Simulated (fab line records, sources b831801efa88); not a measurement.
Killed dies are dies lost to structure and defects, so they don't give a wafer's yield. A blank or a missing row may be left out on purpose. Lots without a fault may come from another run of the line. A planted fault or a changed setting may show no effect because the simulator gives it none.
fab line records | flow gf180mcu
record lots=15 wafers=45 last_day=34
route steps=602 shown SALICIDE@282 M1@326 V1@337
lots that met no fault: from a run of the same line without faults
start_h: hours from the record's first day to the start of the lot's first wafer shown | wait_h: hours since the lot's step before | " the same as in the row above | L1.1+2: a row that stands for several wafers | - no value, or no start given | * or withheld: withheld | < > ~ a bound
route shown NAME@n: a module of which the file shows steps, and the number in the route of the first | usual: mean/standard deviation of fault-free wafers | same: alike in all rows | chamber/n: place in a boat | sites: the reading at each site | _std_site: their standard deviation | _edge_site: outer sites' mean less inner sites' | radius_mm: how far each site lies from the wafer's centre | mask NAME#n: copy n | behind: the tool/chamber that last shaped the wafer | hold: why the lot was held/for how many hours/how that ended | device: the transistor (n, p or np) that didn't switch | end of line: the same wafers' tests at the end of the route | a step without rows: its recipe alone | killed: dies lost to structure and defects at the first sort, not the wafer's yield | map: a wafer's dies, x killed, . not, _ none there
set.NAME: the setting as run; set.NAME@STEP: as run at that earlier step | model.NAME: the simulator's own value behind a step, which no gauge read
steps of the route over a sample of lots; a table a step, a row a wafer
services: from which hour (start_h, from the record's first day; less than 0 if before it) a tool's chamber was out of use, for how many hours, and why
## steps
# step GF_SALICIDE_RS_MEAS_04
# recipe thk_meas_gauge=four-point-probe reads=TiN_of_SALICIDE_SPUTTER_03+Co_of_SALICIDE_SPUTTER_02
# usual SALICIDE_TIN_RS=16.37/0.26
# columns lot.wafer tool chamber start_h wait_h SALICIDE_TIN_RS[ohm/sq]
L276.1 film_metro-01 - 339.23 0.0 16.09
L276.3 " - " " 16.64
L276.6 " - " " 16.15
L277.3 film_metro-01 - 353.84 0.1 16.28
L277.4 " - " " 16.62
L277.6 " - " " 16.51
L278.1 film_metro-03 - 356.27 0.0 16.57
L278.3 " - " " 16.96
L278.5 " - " " 16.64
L279.2 film_metro-01 - 364.04 0.0 16.65
L279.3 " - " " 16.23
L279.4 " - " " 16.58
L280.3 film_metro-01 - 372.20 0.1 16.08
L280.4 " - " " 15.88
L280.6 " - " " 16.08
L281.2 film_metro-01 - 385.26 0.0 16.10
L281.5 " - " " 16.48
L281.6 " - " " 15.98
L282.1 film_metro-01 - 394.05 0.0 16.53
L282.3 " - " " 16.39
L282.5 " - " " 16.57
L283.1 film_metro-01 - 402.55 0.0 16.27
L283.5 " - " " 16.58
L283.6 " - " " 16.75
L284.4 film_metro-03 - 411.18 0.1 16.47
L284.5 " - " " 16.56
L284.6 " - " " 16.49
L285.1 film_metro-01 - 418.42 0.0 16.14
L285.2 " - " " 16.12
L285.5 " - " " 16.22
L286.2 film_metro-03 - 433.65 0.0 16.18
L286.3 " - " " 16.27
L286.4 " - " " 16.19
L292.3 film_metro-03 - 480.36 0.1 16.63
L292.5 " - " " 16.28
L292.6 " - " " 16.61
L293.1 film_metro-03 - 486.47 0.0 15.85
L293.3 " - " " 16.22
L293.4 " - " " 16.53
L294.2 film_metro-03 - 498.96 0.0 16.62
L294.4 " - " " 16.68
L294.6 " - " " 16.78
L297.3 film_metro-01 - 518.52 0.1 16.69
L297.4 " - " " 16.54
L297.6 " - " " 16.53
# step GF_SALICIDE_RTA_08
# recipe temp_c=800 time_s=30 ambient=N2
# usual lamp_power_pct=19.1/0.31 wafer_temp_C_max=803.1/0.65
# columns lot.wafer tool chamber start_h wait_h lamp_power_pct wafer_temp_C_max
L276.1 rtp_anneal-02 0 339.71 0.0 19.2 802.4
L276.3 " 0 " " 19.2 802.9
L276.6 " 0 " " 19.2 802.1
L277.3 rtp_anneal-02 0 354.21 0.0 19.2 802.6
L277.4 " 0 " " 19.2 803.7
L277.6 " 0 " " 19.3 802.3
L278.1 rtp_anneal-02 0 356.64 0.0 19.2 802.3
L278.3 " 0 " " 19.2 802.3
L278.5 " 0 " " 19.2 803.1
L279.2 rtp_anneal-02 0 364.42 0.0 19.2 803.3
L279.3 " 0 " " 19.2 802.8
L279.4 " 0 " " 19.2 802.8
L280.3 rtp_anneal-02 0 372.58 0.0 19.2 803.6
L280.4 " 0 " " 19.2 803.5
L280.6 " 0 " " 19.3 804.8
L281.2 rtp_anneal-02 0 385.65 0.0 19.2 804.2
L281.5 " 0 " " 19.2 804.2
L281.6 " 0 " " 19.2 803.4
L282.1 rtp_anneal-01 0 394.46 0.0 18.6 802.5
L282.3 " 0 " " 18.6 802.9
L282.5 " 0 " " 18.5 803.3
L283.1 rtp_anneal-01 0 402.92 0.0 18.6 802.3
L283.5 " 0 " " 18.5 802.8
L283.6 " 0 " " 18.5 803.1
L284.4 rtp_anneal-02 0 411.54 0.1 19.2 802.3
L284.5 " 0 " " 19.2 803.9
L284.6 " 0 " " 19.2 803.2
L285.1 rtp_anneal-02 0 418.80 0.0 19.3 804.2
L285.2 " 0 " " 19.2 804.0
L285.5 " 0 " " 19.3 803.2
L286.2 rtp_anneal-02 0 434.02 0.0 19.2 802.8
L286.3 " 0 " " 19.2 803.2
L286.4 " 0 " " 19.2 803.9
L292.3 rtp_anneal-02 0 480.74 0.0 19.2 802.6
L292.5 " 0 " " 19.2 802.8
L292.6 " 0 " " 19.2 802.7
L293.1 rtp_anneal-01 0 486.85 0.0 18.5 802.8
L293.3 " 0 " " 18.5 802.6
L293.4 " 0 " " 18.5 802.8
L294.2 rtp_anneal-02 0 499.33 0.0 19.3 804.3
L294.4 " 0 " " 19.2 802.8
L294.6 " 0 " " 19.3 803.8
L297.3 rtp_anneal-02 0 518.90 0.0 19.2 802.9
L297.4 " 0 " " 19.3 803.5
L297.6 " 0 " " 19.3 803.5
# step GF_M1_EXPOSE_11
# recipe mask_id=Metal1 target_cd_nm=230 na=0.68 source_shape=conventional sigma_outer=0.6 dose_mj=28
# usual exposure_dose_mJ_cm2=28.000/0.026
# same na=0.68
# columns lot.wafer tool chamber start_h wait_h mask exposure_dose_mJ_cm2
L276.1 krf_scanner-01 0 375.35 - Metal1#0 27.958
L276.3 " 0 " " Metal1#0 27.997
L276.6 " 0 " " Metal1#0 28.011
L277.3 krf_scanner-02 0 390.07 - Metal1#0 27.942
L277.4 " 0 " " Metal1#0 27.988
L277.6 " 0 " " Metal1#0 27.952
L278.1 krf_scanner-02 0 394.40 - Metal1#0 28.006
L278.3 " 0 " " Metal1#0 28.018
L278.5 " 0 " " Metal1#0 28.025
L279.2 krf_scanner-01 0 401.40 - Metal1#0 28.007
L279.3 " 0 " " Metal1#0 27.983
L279.4 " 0 " " Metal1#0 27.956
L280.3 krf_scanner-01 0 409.39 - Metal1#0 27.999
L280.4 " 0 " " Metal1#0 27.980
L280.6 " 0 " " Metal1#0 27.996
L281.2 krf_scanner-01 0 423.12 - Metal1#0 28.035
L281.5 " 0 " " Metal1#0 28.051
L281.6 " 0 " " Metal1#0 27.984
L282.1 krf_scanner-02 0 432.17 - Metal1#0 28.007
L282.3 " 0 " " Metal1#0 28.003
L282.5 " 0 " " Metal1#0 27.993
L283.1 krf_scanner-02 0 441.60 - Metal1#0 27.997
L283.5 " 0 " " Metal1#0 27.976
L283.6 " 0 " " Metal1#0 27.982
L284.4 krf_scanner-02 0 450.21 - Metal1#0 28.014
L284.5 " 0 " " Metal1#0 28.005
L284.6 " 0 " " Metal1#0 27.963
L285.1 krf_scanner-02 0 456.75 - Metal1#0 28.026
L285.2 " 0 " " Metal1#0 27.992
L285.5 " 0 " " Metal1#0 28.019
L286.2 krf_scanner-01 0 473.24 - Metal1#0 27.992
L286.3 " 0 " " Metal1#0 28.010
L286.4 " 0 " " Metal1#0 28.022
L292.3 krf_scanner-01 0 519.26 - Metal1#0 21.830
L292.5 " 0 " " Metal1#0 21.814
L292.6 " 0 " " Metal1#0 21.857
L293.1 krf_scanner-01 0 525.25 - Metal1#0 21.790
L293.3 " 0 " " Metal1#0 21.839
L293.4 " 0 " " Metal1#0 21.828
L294.2 krf_scanner-01 0 536.47 - Metal1#0 24.044
L294.4 " 0 " " Metal1#0 24.068
L294.6 " 0 " " Metal1#0 24.087
L297.3 krf_scanner-02 0 556.01 - Metal1#0 27.986
L297.4 " 0 " " Metal1#0 27.969
L297.6 " 0 " " Metal1#0 27.972
# step GF_M1_CD_MEAS_14
# recipe target_cd_nm=230
# usual cd_nm=230.2/1.3
# columns lot.wafer tool chamber start_h wait_h cd_nm
L276.1 cd_sem-02 - 386.15 0.1 230.5
L276.3 " - " " 231.7
L276.6 " - " " 230.4
L277.3 cd_sem-01 - 401.84 0.1 230.1
L277.4 " - " " 231.7
L277.6 " - " " 232.6
L278.1 cd_sem-02 - 405.55 0.1 232.1
L278.3 " - " " 232.2
L278.5 " - " " 232.1
L279.2 cd_sem-02 - 412.92 0.1 231.7
L279.3 " - " " 233.6
L279.4 " - " " 232.4
L280.3 cd_sem-02 - 420.99 0.1 228.9
L280.4 " - " " 229.7
L280.6 " - " " 229.1
L281.2 cd_sem-01 - 434.72 0.1 229.4
L281.5 " - " " 231.3
L281.6 " - " " 230.5
L282.1 cd_sem-02 - 444.20 0.1 229.3
L282.3 " - " " 228.9
L282.5 " - " " 229.0
L283.1 cd_sem-01 - 453.60 0.1 229.4
L283.5 " - " " 228.6
L283.6 " - " " 229.1
L284.4 cd_sem-02 - 461.91 0.1 228.5
L284.5 " - " " 229.8
L284.6 " - " " 230.1
L285.1 cd_sem-01 - 468.45 0.1 229.4
L285.2 " - " " 229.5
L285.5 " - " " 230.6
L286.2 cd_sem-01 - 485.07 0.1 229.9
L286.3 " - " " 229.2
L286.4 " - " " 229.7
L292.3 cd_sem-02 - 530.89 0.1 268.0
L292.5 " - " " 268.2
L292.6 " - " " 267.6
L293.1 cd_sem-02 - 536.34 0.1 268.6
L293.3 " - " " 268.1
L293.4 " - " " 268.5
L294.2 cd_sem-01 - 547.72 0.1 253.1
L294.4 " - " " 254.9
L294.6 " - " " 252.8
L297.3 cd_sem-02 - 566.74 0.1 230.3
L297.4 " - " " 233.2
L297.6 " - " " 230.3
# step GF_V1_CVD_02
# recipe material=SiO2 target_thk_nm=850 precursor=TEOS temp_c=400 time_s=94.851 rf_w=600
# usual heater_power_w=670/85
# columns lot.wafer tool chamber start_h wait_h heater_power_w
L276.1 pecvd-03 2 387.10 0.1 643
L276.3 " 1 " " 577
L276.6 " 1 " " 598
L277.3 pecvd-02 2 402.76 0.0 624
L277.4 " 1 " " 595
L277.6 " 2 " " 696
L278.1 pecvd-02 0 406.52 0.1 652
L278.3 " 2 " " 715
L278.5 " 2 " " 721
L279.2 pecvd-03 0 413.84 0.0 674
L279.3 " 2 " " 597
L279.4 " 0 " " 720
L280.3 pecvd-01 2 421.89 0.0 777
L280.4 " 2 " " 813
L280.6 " 0 " " 703
L281.2 pecvd-02 0 435.63 0.0 739
L281.5 " 2 " " 738
L281.6 " 0 " " 762
L282.1 pecvd-02 1 445.14 0.1 632
L282.3 " 2 " " 749
L282.5 " 1 " " 702
L283.1 pecvd-01 0 454.53 0.1 668
L283.5 " 2 " " 674
L283.6 " 1 " " 624
L284.4 pecvd-02 1 462.81 0.1 625
L284.5 " 0 " " 607
L284.6 " 2 " " 594
L285.1 pecvd-01 0 469.41 0.1 709
L285.2 " 1 " " 600
L285.5 " 2 " " 814
L286.2 pecvd-03 0 486.00 0.0 745
L286.3 " 1 " " 510
L286.4 " 0 " " 750
L292.3 pecvd-01 0 531.78 0.0 766
L292.5 " 2 " " 811
L292.6 " 1 " " 619
L293.1 pecvd-01 0 537.29 0.1 764
L293.3 " 1 " " 576
L293.4 " 0 " " 602
L294.2 pecvd-01 2 548.74 0.0 767
L294.4 " 0 " " 683
L294.6 " 2 " " 804
L297.3 pecvd-03 2 567.63 0.0 547
L297.4 " 1 " " 580
L297.6 " 0 " " 741
## services
# columns tool chamber start_h hours kind
pecvd-03 2 320.94 9.7 repair
pecvd-01 - 335.59 0.7 repair
krf_scanner-02 - 351.62 1.0 pm
krf_scanner-01 - 352.62 0.8 pm
krf_scanner-02 - 362.75 1.6 repair
krf_scanner-02 - 366.95 3.9 repair
krf_scanner-02 - 387.93 1.3 pm
pecvd-01 2 397.63 16.1 repair
krf_scanner-02 - 398.30 4.4 pm
pecvd-01 - 406.35 1.4 repair
krf_scanner-01 - 418.40 0.8 repair
krf_scanner-02 - 420.10 4.0 pm
krf_scanner-01 - 424.12 1.0 pm
krf_scanner-02 - 469.13 0.8 pm
krf_scanner-01 - 478.98 1.3 pm
krf_scanner-01 - 495.45 3.6 pm
pecvd-02 - 503.00 3.3 repair
pecvd-02 1 505.28 4.7 repair
pecvd-02 - 507.76 6.0 pm
krf_scanner-01 - 509.06 0.5 repair
krf_scanner-02 - 520.62 1.0 pm
krf_scanner-01 - 521.62 0.8 pm
krf_scanner-02 - 546.94 3.6 pm
krf_scanner-02 - 563.83 1.3 pm
## key
first_sign step=GF_M1_EXPOSE_11 reading=exposure_dose_mJ_cm2 direction=down sigmas=99+ usual=28.000 struck=22.573
effect step=GF_M1_CD_MEAS_14 reading=cd_nm direction=up sigmas=26 usual=230.2 struck=263.3 through=control_loop
met_at GF_M1_EXPOSE_11
struck_lots L292,L293,L294
sort_left_out L292.3,L292.5,L292.6,L293.1,L293.3,L293.4,L294.2,L294.4,L294.6
loop_trim step=GF_M1_EXPOSE_11 setting=dose lots=L294
not_acting_at GF_SALICIDE_RS_MEAS_04,GF_SALICIDE_RTA_08,GF_V1_CVD_02
onset_between 473.24 519.26
fault kind=process_parameter_drift tool=krf_scanner-01 chamber=- onset_h=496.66 steps=GF_M1_EXPOSE_11 channel=dose_mj offset=-6.1952 shape=step acts_in=these_recipes_only stated=28
# sort_left_out: the simulated sort isn't trusted on such a fault, so these wafers' sort isn't shown, and their yield isn't known
# loop_trim: a control loop set the setting to another value than it would have without faults
